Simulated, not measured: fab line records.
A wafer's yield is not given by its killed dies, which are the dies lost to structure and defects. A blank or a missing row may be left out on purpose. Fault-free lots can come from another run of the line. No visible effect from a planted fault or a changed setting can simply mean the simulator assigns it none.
Problem report in the 8D (eight disciplines) form, filled by code    flow gf180mcu    the parts of the form that need people (team, actions taken, sign-off) are left out

1. THE ISSUE
Wafers free of any fault read 0.0330 ohm/sq (standard deviation 0.00033) for TOP_METAL_ALCU_RS at GF_TOP_METAL_RS_MEAS_05, against a mean of 0.0437 ohm/sq on 2 wafers of 2 lots. That is +33 standard deviations from the usual mean.
The step: measures by four-point-probe.
Earliest sighting: wafer L968.6 on film_metro-03 at day 32 04:12. The record has a number at this step for 34 wafers belonging to 12 lots. Rule for "out", or "out of limits": more than 4 standard deviations from the usual mean. The other wafers with a number count as sound.

2. WHAT IT IS AND WHAT IT IS NOT
question                     is                 is not
which readings at this step  TOP_METAL_ALCU_RS  -
which lots                   L968, L969         L953, L955, L956, L957, L958, L960, L961, L973, L974, L976
which wafers of those lots   L968.6, L969.3     L968.4, L969.4
read on which gauges         film_metro-03      film_metro-02, film_metro-04
when                         from day 32 04:12  up to then (22 sound wafers); but 10 sound wafers of L969, L973, L974, L976 came after

3. SUSPECTS, AND WHAT RULES EACH OUT
Counting: a tool at a process step up to the reading stays a suspect if it ran every lot that is out. Sound lots after the first of them don't rule it out here, since some wafers of a struck lot are sound.
- the gauge at GF_TOP_METAL_RS_MEAS_05: kept. All the wafers that are out were read on film_metro-03, and no step on other tools shows them out.
- pvd_sputter-02 at GF_TOP_METAL_SPUTTER_02 (material AlCu, target thk 900 nm, time 47.82 s): kept. It ran every lot that is out, first L968 (day 32 04:03); its last sound lot up to then is L961 (day 29 18:37).
After counting, pvd_sputter-02 at GF_TOP_METAL_SPUTTER_02 and film_metro-03 at GF_TOP_METAL_RS_MEAS_05 remain.

4. THE CAUSE (what the simulator had put in)
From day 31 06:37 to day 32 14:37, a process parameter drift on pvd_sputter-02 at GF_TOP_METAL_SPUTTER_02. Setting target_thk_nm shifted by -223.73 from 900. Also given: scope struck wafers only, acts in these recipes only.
2 suspects survive the count, and this tool is in that group.

5. THE CHAIN OF EFFECTS, in route order
Rows list readings where the struck wafers' mean (over those with a number) sits beyond 3 standard deviations from the usual. Readings are gone through only where the record gives a usual standard deviation; hours: the median, over the lots, of the time from a lot's start at the first step in this table giving one to that lot's start at this step; sigmas: the change measured in usual standard deviations.
hours  step                      reading             usual          on struck wafers  change   sigmas
0      GF_TOP_METAL_RS_MEAS_05   TOP_METAL_ALCU_RS   0.0330 ohm/sq  0.0437            +0.0107  +33
0      GF_TOP_METAL_THK_MEAS_06  TOP_METAL_ALCU_THK  897 nm         675               -222     -25

6. HOW IT WOULD HAVE BEEN CAUGHT EARLIER
Counted from the fault's start at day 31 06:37, it took 22 hours until the first out-of-limits reading at a measuring or inspecting step in this record, taken at day 32 04:12.
Tool readings at GF_TOP_METAL_SPUTTER_02 with a usual standard deviation given in the record: none out on any struck wafer, hence no alarm at a limit of 4 standard deviations on them.
Lots out: 2; of these, L969 started GF_TOP_METAL_SPUTTER_02 on pvd_sputter-02 after day 32 04:12. A tool hold placed at that time would have kept it from harm.
